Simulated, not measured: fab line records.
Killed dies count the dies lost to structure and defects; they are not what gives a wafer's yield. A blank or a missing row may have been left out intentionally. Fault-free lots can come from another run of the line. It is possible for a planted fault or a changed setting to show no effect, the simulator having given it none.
fab line records -- flow sky130
[record] lots = 12, wafers = 36, last_day = 50
route steps=708 shown PWDE@53 NWELL@76 VT_ADJUST_HVTP@92 PAD_OPEN@708
lots that met no fault: taken from a fault-free run of the same line
start_h: hours from the record's opening day to when the first of the lot's shown wafers began -- wait_h: how many hours have passed since the lot's step before this one -- " unchanged from the row above -- L1.1+2: a single row standing in for several wafers -- - either no value or no given start -- * or withheld: withheld -- < > ~ a bound
route shown NAME@n: names a module that has steps shown in the file, with the first one's number in the route -- usual: the fault-free wafers' mean and standard deviation -- same: alike in all rows -- chamber/n: place in a boat -- sites: the reading at each site -- _std_site: standard deviation across them -- _edge_site: inner sites' mean taken away from outer sites' mean -- radius_mm: how far each site lies from the wafer's centre -- mask NAME#n: copy n -- behind: the most recent tool/chamber to have shaped the wafer -- hold: what put the lot on hold/how long, in hours/how the hold closed -- device: which transistor (n, p or np) failed to switch -- end of line: the same wafers' tests at the end of the route -- where a step has no rows: the recipe by itself -- killed: dies that structure and defects cost at the first sort, which is not the same as the wafer's yield -- map: shows each die of a wafer: x if killed, . if not, _ if none is there
set.NAME: the setting the step ran with; set.NAME@STEP: the setting that earlier step ran with -- model.NAME: the simulator's own value behind a step, which no gauge read
a sample of lots followed through the steps of the route, with each step as a table and each wafer as a row
services: the hour from which a tool's chamber was out of use, counted from the record's first day as start_h (under 0 if before that day), plus the number of hours and why
[[steps]]
[step SKY_PWDE_IMPLANT_08]
[recipe] species = B, energy_kev = 150, dose_cm2 = 3.6e+12, tilt_deg = withheld
[usual] dose_ions_cm2 = 3.6e+12/3.6e+09, faraday_current_uA = 20.4/0.4
lot.wafer,tool,chamber,start_h,wait_h,dose_ions_cm2,faraday_current_uA
L100.3,implanter-01,0,69.40,0.1,3.6e+12,20.3
L100.5,implanter-01,0,69.40,0.1,3.606e+12,20.4
L100.6,implanter-01,0,69.40,0.1,3.603e+12,20.7
L101.2,implanter-01,0,73.12,0.0,3.6e+12,20.5
L101.3,implanter-01,0,73.12,0.0,3.598e+12,20.0
L101.5,implanter-01,0,73.12,0.0,3.597e+12,20.2
L107.1,implanter-01,0,108.31,0.0,4.579e+12,25.1
L107.3,implanter-01,0,108.31,0.0,4.579e+12,26.4
L107.6,implanter-01,0,108.31,0.0,4.574e+12,26.8
L108.3,implanter-01,0,112.80,0.1,4.583e+12,25.4
L108.4,implanter-01,0,112.80,0.1,4.578e+12,26.0
L108.6,implanter-01,0,112.80,0.1,4.58e+12,26.1
L112.4,implanter-03,0,135.32,0.1,3.597e+12,20.1
L112.5,implanter-03,0,135.32,0.1,3.598e+12,20.6
L112.6,implanter-03,0,135.32,0.1,3.594e+12,20.3
L114.2,implanter-04,0,146.22,0.0,3.6e+12,20.0
L114.4,implanter-04,0,146.22,0.0,3.601e+12,20.5
L114.6,implanter-04,0,146.22,0.0,3.601e+12,19.9
L116.2,implanter-04,0,156.47,0.0,3.601e+12,20.2
L116.3,implanter-04,0,156.47,0.0,3.6e+12,20.6
L116.6,implanter-04,0,156.47,0.0,3.601e+12,20.1
L117.2,implanter-04,0,162.17,0.0,3.599e+12,20.2
L117.3,implanter-04,0,162.17,0.0,3.596e+12,20.5
L117.5,implanter-04,0,162.17,0.0,3.602e+12,20.5
L118.1,implanter-03,0,170.76,0.0,3.605e+12,20.5
L118.2,implanter-03,0,170.76,0.0,3.6e+12,20.5
L118.6,implanter-03,0,170.76,0.0,3.605e+12,20.5
L119.1,implanter-04,0,173.61,0.0,3.599e+12,19.6
L119.2,implanter-04,0,173.61,0.0,3.597e+12,20.3
L119.6,implanter-04,0,173.61,0.0,3.599e+12,20.4
L120.1,implanter-03,0,179.11,0.0,3.602e+12,20.0
L120.2,implanter-03,0,179.11,0.0,3.604e+12,20.0
L120.4,implanter-03,0,179.11,0.0,3.599e+12,19.9
L122.3,implanter-04,0,197.90,0.1,3.596e+12,20.5
L122.5,implanter-04,0,197.90,0.1,3.6e+12,19.7
L122.6,implanter-04,0,197.90,0.1,3.596e+12,20.9
[step SKY_PWDE_TW_MEAS_10]
[usual] PWDE_TW = 374.4/1.9
lot.wafer,tool,chamber,start_h,wait_h,PWDE_TW
L100.3,film_metro-02,-,69.62,0.1,378.1
L100.5,film_metro-02,-,69.62,0.1,372.9
L100.6,film_metro-02,-,69.62,0.1,375.7
L101.2,film_metro-03,-,73.36,0.1,374.0
L101.3,film_metro-03,-,73.36,0.1,373.9
L101.5,film_metro-03,-,73.36,0.1,375.7
L107.1,film_metro-01,-,108.56,0.1,403.0
L107.3,film_metro-01,-,108.56,0.1,401.7
L107.6,film_metro-01,-,108.56,0.1,402.8
L108.3,film_metro-03,-,113.02,0.1,405.3
L108.4,film_metro-03,-,113.02,0.1,406.4
L108.6,film_metro-03,-,113.02,0.1,404.9
L112.4,film_metro-02,-,135.53,0.1,375.2
L112.5,film_metro-02,-,135.53,0.1,374.8
L112.6,film_metro-02,-,135.53,0.1,375.6
L114.2,film_metro-03,-,146.46,0.1,375.1
L114.4,film_metro-03,-,146.46,0.1,376.0
L114.6,film_metro-03,-,146.46,0.1,376.2
L116.2,film_metro-03,-,156.71,0.1,375.1
L116.3,film_metro-03,-,156.71,0.1,375.5
L116.6,film_metro-03,-,156.71,0.1,373.8
L117.2,film_metro-03,-,162.41,0.1,375.8
L117.3,film_metro-03,-,162.41,0.1,377.0
L117.5,film_metro-03,-,162.41,0.1,379.0
L118.1,film_metro-01,-,171.01,0.1,371.1
L118.2,film_metro-01,-,171.01,0.1,372.3
L118.6,film_metro-01,-,171.01,0.1,372.2
L119.1,film_metro-01,-,173.86,0.1,372.8
L119.2,film_metro-01,-,173.86,0.1,375.4
L119.6,film_metro-01,-,173.86,0.1,374.7
L120.1,film_metro-02,-,179.36,0.1,372.0
L120.2,film_metro-02,-,179.36,0.1,374.5
L120.4,film_metro-02,-,179.36,0.1,373.8
L122.3,film_metro-01,-,198.12,0.1,376.3
L122.5,film_metro-01,-,198.12,0.1,375.0
L122.6,film_metro-01,-,198.12,0.1,374.8
[step SKY_NWELL_OVL_MEAS_23]
[usual] NWELL_01_OVL = -0.2/1.6
lot.wafer,tool,chamber,start_h,wait_h,NWELL_01_OVL[nm]
L100.3,overlay-01,-,104.58,-,-2.2
L100.5,overlay-01,-,104.58,-,-2.2
L100.6,overlay-01,-,104.58,-,-0.7
L101.2,overlay-02,-,107.87,-,-1.2
L101.3,overlay-02,-,107.87,-,-1.2
L101.5,overlay-02,-,107.87,-,-0.9
L107.1,overlay-02,-,146.38,-,0.1
L107.3,overlay-02,-,146.38,-,-0.9
L107.6,overlay-02,-,146.38,-,0.2
L108.3,overlay-01,-,150.98,-,2.3
L108.4,overlay-01,-,150.98,-,2.6
L108.6,overlay-01,-,150.98,-,2.7
L112.4,overlay-02,-,176.23,-,-0.5
L112.5,overlay-02,-,176.23,-,0.3
L112.6,overlay-02,-,176.23,-,0.5
L114.2,overlay-01,-,186.82,-,-0.3
L114.4,overlay-01,-,186.82,-,-1.2
L114.6,overlay-01,-,186.82,-,0.0
L116.2,overlay-01,-,198.78,-,-2.0
L116.3,overlay-01,-,198.78,-,-1.9
L116.6,overlay-01,-,198.78,-,-1.0
L117.2,overlay-01,-,203.72,-,-1.0
L117.3,overlay-01,-,203.72,-,-0.5
L117.5,overlay-01,-,203.72,-,-1.7
L118.1,overlay-02,-,212.48,-,-1.0
L118.2,overlay-02,-,212.48,-,0.2
L118.6,overlay-02,-,212.48,-,0.5
L119.1,overlay-01,-,215.77,-,0.9
L119.2,overlay-01,-,215.77,-,2.2
L119.6,overlay-01,-,215.77,-,0.1
L120.1,overlay-01,-,222.13,-,-1.7
L120.2,overlay-01,-,222.13,-,-1.3
L120.4,overlay-01,-,222.13,-,-3.1
L122.3,overlay-02,-,242.72,-,2.0
L122.5,overlay-02,-,242.72,-,2.2
L122.6,overlay-02,-,242.72,-,2.3
[step SKY_NWELL_RS_MEAS_31]
[recipe] thk_meas_gauge = four-point-probe
[usual] PWDE_RS = 5280/19
lot.wafer,tool,chamber,start_h,wait_h,PWDE_RS[ohm/sq]
L100.3,film_metro-02,-,105.34,0.1,5271
L100.5,film_metro-02,-,105.34,0.1,5275
L100.6,film_metro-02,-,105.34,0.1,5271
L101.2,film_metro-02,-,108.62,0.1,5292
L101.3,film_metro-02,-,108.62,0.1,5307
L101.5,film_metro-02,-,108.62,0.1,5285
L107.1,film_metro-01,-,147.12,0.1,4357
L107.3,film_metro-01,-,147.12,0.1,4364
L107.6,film_metro-01,-,147.12,0.1,4369
L108.3,film_metro-03,-,151.85,0.1,4370
L108.4,film_metro-03,-,151.85,0.1,4363
L108.6,film_metro-03,-,151.85,0.1,4378
L112.4,film_metro-02,-,177.01,0.1,5298
L112.5,film_metro-02,-,177.01,0.1,5305
L112.6,film_metro-02,-,177.01,0.1,5274
L114.2,film_metro-03,-,187.67,0.1,5275
L114.4,film_metro-03,-,187.67,0.1,5301
L114.6,film_metro-03,-,187.67,0.1,5288
L116.2,film_metro-01,-,199.64,0.1,5298
L116.3,film_metro-01,-,199.64,0.1,5312
L116.6,film_metro-01,-,199.64,0.1,5318
L117.2,film_metro-01,-,204.47,0.1,5286
L117.3,film_metro-01,-,204.47,0.1,5280
L117.5,film_metro-01,-,204.47,0.1,5282
L118.1,film_metro-02,-,213.21,0.1,5301
L118.2,film_metro-02,-,213.21,0.1,5303
L118.6,film_metro-02,-,213.21,0.1,5323
L119.1,film_metro-01,-,216.50,0.1,5275
L119.2,film_metro-01,-,216.50,0.1,5248
L119.6,film_metro-01,-,216.50,0.1,5268
L120.1,film_metro-03,-,222.86,0.1,5298
L120.2,film_metro-03,-,222.86,0.1,5293
L120.4,film_metro-03,-,222.86,0.1,5295
L122.3,film_metro-01,-,243.49,0.1,5283
L122.5,film_metro-01,-,243.49,0.1,5282
L122.6,film_metro-01,-,243.49,0.1,5289
[step SKY_VT_ADJUST_HVTP_CD_MEAS_07]
[recipe] target_cd_nm = 380
[usual] cd_nm = 379.5/2.3
lot.wafer,tool,chamber,start_h,wait_h,cd_nm
L100.3,cd_sem-02,-,123.87,0.1,378.6
L100.5,cd_sem-02,-,123.87,0.1,379.7
L100.6,cd_sem-02,-,123.87,0.1,380.4
L101.2,cd_sem-01,-,127.15,0.1,379.6
L101.3,cd_sem-01,-,127.15,0.1,379.0
L101.5,cd_sem-01,-,127.15,0.1,378.5
L107.1,cd_sem-02,-,166.78,0.1,380.4
L107.3,cd_sem-02,-,166.78,0.1,381.7
L107.6,cd_sem-02,-,166.78,0.1,381.7
L108.3,cd_sem-02,-,172.02,0.1,381.2
L108.4,cd_sem-02,-,172.02,0.1,383.2
L108.6,cd_sem-02,-,172.02,0.1,382.0
L112.4,cd_sem-01,-,197.54,0.1,380.8
L112.5,cd_sem-01,-,197.54,0.1,378.8
L112.6,cd_sem-01,-,197.54,0.1,379.5
L114.2,cd_sem-02,-,208.54,0.1,382.1
L114.4,cd_sem-02,-,208.54,0.1,379.3
L114.6,cd_sem-02,-,208.54,0.1,377.3
L116.2,cd_sem-01,-,221.34,0.1,379.8
L116.3,cd_sem-01,-,221.34,0.1,379.0
L116.6,cd_sem-01,-,221.34,0.1,378.6
L117.2,cd_sem-01,-,226.94,0.1,380.2
L117.3,cd_sem-01,-,226.94,0.1,380.8
L117.5,cd_sem-01,-,226.94,0.1,381.5
L118.1,cd_sem-01,-,235.13,0.1,378.8
L118.2,cd_sem-01,-,235.13,0.1,381.2
L118.6,cd_sem-01,-,235.13,0.1,382.3
L119.1,cd_sem-01,-,239.38,0.1,379.2
L119.2,cd_sem-01,-,239.38,0.1,380.6
L119.6,cd_sem-01,-,239.38,0.1,379.3
L120.1,cd_sem-01,-,245.67,0.1,377.6
L120.2,cd_sem-01,-,245.67,0.1,377.2
L120.4,cd_sem-01,-,245.67,0.1,378.3
L122.3,cd_sem-02,-,267.42,0.1,380.0
L122.5,cd_sem-02,-,267.42,0.1,379.7
L122.6,cd_sem-02,-,267.42,0.1,376.6
[step SKY_VT_ADJUST_HVTP_STRIP_10]
[recipe] chemistry = O2/N2, power_w = 1400, pressure_mtorr = 1500, platen_temp_c = withheld, o2_flow_sccm = 3000, n2_flow_sccm = 300, overash_fraction = 0.5
[usual] drypump_motor_current_A = 5.5/0.39, oes_product_au = 0.715/0.0042, strip_time_to_endpoint_s = 14.18/0.043
lot.wafer,tool,chamber,start_h,wait_h,drypump_motor_current_A,oes_product_au,rf_hours_counter_h,strip_time_to_endpoint_s
L100.3,plasma_asher-01,0,124.17,0.1,5.1,0.717,-,14.13
L100.5,plasma_asher-01,1,124.17,0.1,5.0,0.714,-,14.15
L100.6,plasma_asher-01,0,124.17,0.1,5.1,0.718,-,14.18
L101.2,plasma_asher-03,1,127.50,0.2,5.3,0.711,44,14.15
L101.3,plasma_asher-03,0,127.50,0.2,6.1,0.723,-,14.20
L101.5,plasma_asher-03,0,127.50,0.2,6.1,0.711,-,14.18
L107.1,plasma_asher-04,0,167.08,0.1,5.1,0.723,3,14.14
L107.3,plasma_asher-04,1,167.08,0.1,5.4,0.713,-,14.16
L107.6,plasma_asher-04,0,167.08,0.1,5.1,0.711,-,14.13
L108.3,plasma_asher-03,0,172.32,0.1,6.1,0.719,-,14.18
L108.4,plasma_asher-03,1,172.32,0.1,5.3,0.712,-,14.17
L108.6,plasma_asher-03,0,172.32,0.1,6.1,0.714,-,14.17
L112.4,plasma_asher-03,1,197.82,0.1,5.3,0.728,-,14.12
L112.5,plasma_asher-03,1,197.82,0.1,5.3,0.713,-,14.14
L112.6,plasma_asher-03,0,197.82,0.1,6.0,0.716,-,14.19
L114.2,plasma_asher-03,0,208.82,0.1,6.1,0.713,52,14.28
L114.4,plasma_asher-03,1,208.82,0.1,5.3,0.711,-,14.30
L114.6,plasma_asher-03,1,208.82,0.1,5.3,0.723,-,14.28
L116.2,plasma_asher-03,0,221.62,0.1,6.1,0.716,54,14.27
L116.3,plasma_asher-03,0,221.62,0.1,6.1,0.709,-,14.25
L116.6,plasma_asher-03,1,221.62,0.1,5.3,0.714,-,14.27
L117.2,plasma_asher-01,0,227.22,0.1,5.1,0.711,56,14.15
L117.3,plasma_asher-01,1,227.22,0.1,5.0,0.713,-,14.13
L117.5,plasma_asher-01,0,227.22,0.1,5.1,0.714,-,14.12
L118.1,plasma_asher-04,1,235.43,0.1,5.4,0.715,9,14.13
L118.2,plasma_asher-04,0,235.43,0.1,5.1,0.718,9,14.17
L118.6,plasma_asher-04,0,235.43,0.1,5.1,0.719,-,14.12
L119.1,plasma_asher-03,0,239.68,0.1,6.1,0.717,55,14.24
L119.2,plasma_asher-03,1,239.68,0.1,5.3,0.709,55,14.22
L119.6,plasma_asher-03,1,239.68,0.1,5.4,0.711,-,14.27
L120.1,plasma_asher-04,1,245.97,0.1,5.4,0.717,10,14.20
L120.2,plasma_asher-04,0,245.97,0.1,5.1,0.714,10,14.20
L120.4,plasma_asher-04,1,245.97,0.1,5.4,0.720,-,14.20
L122.3,plasma_asher-03,1,267.72,0.1,5.2,0.715,-,14.20
L122.5,plasma_asher-03,1,267.72,0.1,5.3,0.719,-,14.20
L122.6,plasma_asher-03,0,267.72,0.1,6.1,0.710,-,14.18
[step SKY_PAD_OPEN_PROBE_99]
[usual] killed_at_M0_to_M3 = 44/7.3, killed_at_M4_up = 3.0/1.9, killed_at_contacts = 24/5, killed_at_front_end = 16/4.5, killed_at_other = 0.3/0.46, killed_dies = 87/10, killed_open = 47/8.3, killed_short = 39/6.4
[same] gross_dies = 492, killed_at_back_side = 0
lot.wafer,tool,chamber,start_h,wait_h,killed_at_M0_to_M3,killed_at_M4_up,killed_at_contacts,killed_at_front_end,killed_at_other,killed_dies,killed_open,killed_short
L107.1,prober-01,-,1114.25,0.1,49,0,23,13,0,85,55,30
L107.3,prober-01,-,1114.35,0.2,36,3,10,18,0,67,34,33
L107.6,prober-01,-,1114.50,0.2,47,5,25,10,0,87,48,39
L108.3,prober-01,-,1122.85,0.2,47,1,22,16,0,86,42,44
L108.4,prober-01,-,1122.90,0.2,48,5,28,17,0,98,52,46
L108.6,prober-01,-,1123.00,0.2,54,1,28,16,0,99,53,46
L116.2,prober-01,-,1166.28,0.1,47,2,20,15,1,85,54,31
L116.3,prober-01,-,1166.33,0.2,50,3,26,11,1,91,54,37
L116.6,prober-01,-,1166.48,0.2,54,1,28,12,0,95,56,39
L122.3,prober-01,-,1195.79,0.2,45,0,25,18,0,88,47,41
L122.5,prober-01,-,1195.89,0.2,38,4,21,20,1,84,47,37
L122.6,prober-01,-,1195.94,0.2,46,2,34,22,0,104,61,43
// killed by level:class
L107.1 VIA1:geometric_particle:open=16 LI_CONTACT:geometric_particle:open=10 VIA2:geometric_particle:open=10 CONTACT:geometric_particle:open=7 METAL1:geometric_particle:short=7 FIELD_ISO:geometric_particle:open=5 VIA1:geometric_particle:short=5 LI_CONTACT:geometric_particle:short=3
L107.3 VIA1:geometric_particle:open=8 FIELD_ISO:geometric_particle:short=5 METAL1:geometric_particle:open=4 SPACER:geometric_particle:short=4 VIA3:geometric_particle:open=4 CONTACT:geometric_particle:open=4 METAL2:geometric_particle:short=4 POLY_GATE:geometric_particle:open=3
L107.6 LI_CONTACT:geometric_particle:open=9 VIA3:geometric_particle:open=8 VIA1:geometric_particle:short=8 CONTACT:geometric_particle:short=6 VIA1:geometric_particle:open=6 VIA2:geometric_particle:open=6 LOCAL_INTERCONNECT:geometric_particle:short=4 CONTACT:geometric_particle:open=4
L108.3 CONTACT:geometric_particle:open=10 VIA1:geometric_particle:open=9 METAL1:geometric_particle:short=9 METAL2:geometric_particle:short=8 CONTACT:geometric_particle:short=7 VIA2:geometric_particle:open=6 METAL3:geometric_particle:short=6 FIELD_ISO:geometric_particle:open=5
L108.4 LI_CONTACT:geometric_particle:open=11 CONTACT:geometric_particle:open=9 VIA1:geometric_particle:open=9 VIA1:geometric_particle:short=8 METAL2:geometric_particle:short=8 VIA2:geometric_particle:open=7 METAL1:geometric_particle:short=7 POLY_GATE:geometric_particle:open=5
L108.6 VIA1:geometric_particle:open=16 METAL2:geometric_particle:short=11 CONTACT:geometric_particle:open=11 METAL1:geometric_particle:short=8 LOCAL_INTERCONNECT:geometric_particle:short=6 CONTACT:geometric_particle:short=6 VIA3:geometric_particle:open=6 FIELD_ISO:geometric_particle:open=5
L116.2 CONTACT:geometric_particle:open=12 VIA3:geometric_particle:open=12 VIA1:geometric_particle:open=9 VIA1:geometric_particle:short=7 METAL2:geometric_particle:short=6 LI_CONTACT:geometric_particle:open=5 POLY_GATE:geometric_particle:open=4 FIELD_ISO:geometric_particle:short=3
L116.3 VIA1:geometric_particle:open=10 VIA2:geometric_particle:open=10 CONTACT:geometric_particle:short=7 CONTACT:geometric_particle:open=7 METAL1:geometric_particle:short=7 VIA3:geometric_particle:open=7 LI_CONTACT:geometric_particle:open=6 VIA1:geometric_particle:short=5
L116.6 CONTACT:geometric_particle:open=12 VIA1:geometric_particle:open=12 VIA3:geometric_particle:open=9 VIA2:geometric_particle:open=7 METAL1:geometric_particle:short=6 VIA1:geometric_particle:short=6 LI_CONTACT:geometric_particle:open=5 VIA3:geometric_particle:short=4
L122.3 VIA1:geometric_particle:open=10 LI_CONTACT:geometric_particle:open=8 VIA2:geometric_particle:open=8 POLY_GATE:geometric_particle:open=7 LOCAL_INTERCONNECT:geometric_particle:short=7 VIA3:geometric_particle:open=6 POLY_GATE:geometric_particle:short=5 VIA1:geometric_particle:short=5
L122.5 FIELD_ISO:geometric_particle:open=8 CONTACT:geometric_particle:open=8 VIA1:geometric_particle:open=8 LI_CONTACT:geometric_particle:open=6 METAL1:geometric_particle:short=6 VIA2:geometric_particle:open=6 POLY_GATE:geometric_particle:short=5 LOCAL_INTERCONNECT:geometric_particle:short=4
L122.6 CONTACT:geometric_particle:open=12 VIA1:geometric_particle:open=11 VIA3:geometric_particle:open=8 CONTACT:geometric_particle:short=7 VIA1:geometric_particle:short=7 FIELD_ISO:geometric_particle:open=6 LI_CONTACT:geometric_particle:open=6 VIA2:geometric_particle:open=6
[[services]]
tool,chamber,start_h,hours,kind
implanter-01,-,50.18,3.4,repair
implanter-01,-,91.80,2.8,repair
plasma_asher-04,-,108.75,9.0,pm
plasma_asher-04,0,108.75,9.0,vent_cycle
plasma_asher-04,1,108.75,9.0,vent_cycle
plasma_asher-04,0,117.75,-,clean
plasma_asher-04,1,117.75,-,clean
plasma_asher-04,-,120.03,15.6,pm
implanter-01,-,139.97,4.0,repair
implanter-01,-,146.63,3.8,repair
implanter-01,-,189.25,6.6,pm
plasma_asher-04,-,190.68,2.8,pm
implanter-01,-,202.40,3.2,repair
plasma_asher-04,-,219.36,8.6,pm
implanter-03,-,233.40,4.8,pm
implanter-01,-,235.23,2.3,repair
plasma_asher-03,-,244.97,11.5,repair
implanter-03,-,248.38,1.3,repair
[[key]]
[first_sign] step = SKY_PWDE_IMPLANT_08, reading = dose_ions_cm2, direction = up, sigmas = 99+, usual = *, struck = *
[effect] step = SKY_PWDE_IMPLANT_08, reading = faraday_current_uA, direction = up, sigmas = 14, usual = 20.4, struck = 26.0
[effect] step = SKY_PWDE_TW_MEAS_10, reading = PWDE_TW, direction = up, sigmas = 16, usual = 374.4, struck = 404.0
[effect] step = SKY_NWELL_RS_MEAS_31, reading = PWDE_RS, direction = down, sigmas = 48, usual = 5280, struck = 4367
met_at SKY_PWDE_IMPLANT_08
struck_lots L107,L108
tester_left_out L107,L108
not_acting_at SKY_NWELL_OVL_MEAS_23,SKY_VT_ADJUST_HVTP_CD_MEAS_07,SKY_VT_ADJUST_HVTP_STRIP_10
onset_between 73.12 108.31
[fault] kind = process_parameter_drift, tool = implanter-01, chamber = -, onset_h = 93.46, steps = SKY_PWDE_IMPLANT_08, channel = dose_cm2, offset = *, shape = step, end_h = 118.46, acts_in = *, stated = *
// tester_left_out: of these lots the tester's yield and bins aren't shown, on N5 and GAA mostly nor the transistor test; their killed dies are dies lost to structure and defects alone, not to doping, threshold or leakage, so they don't give the yield
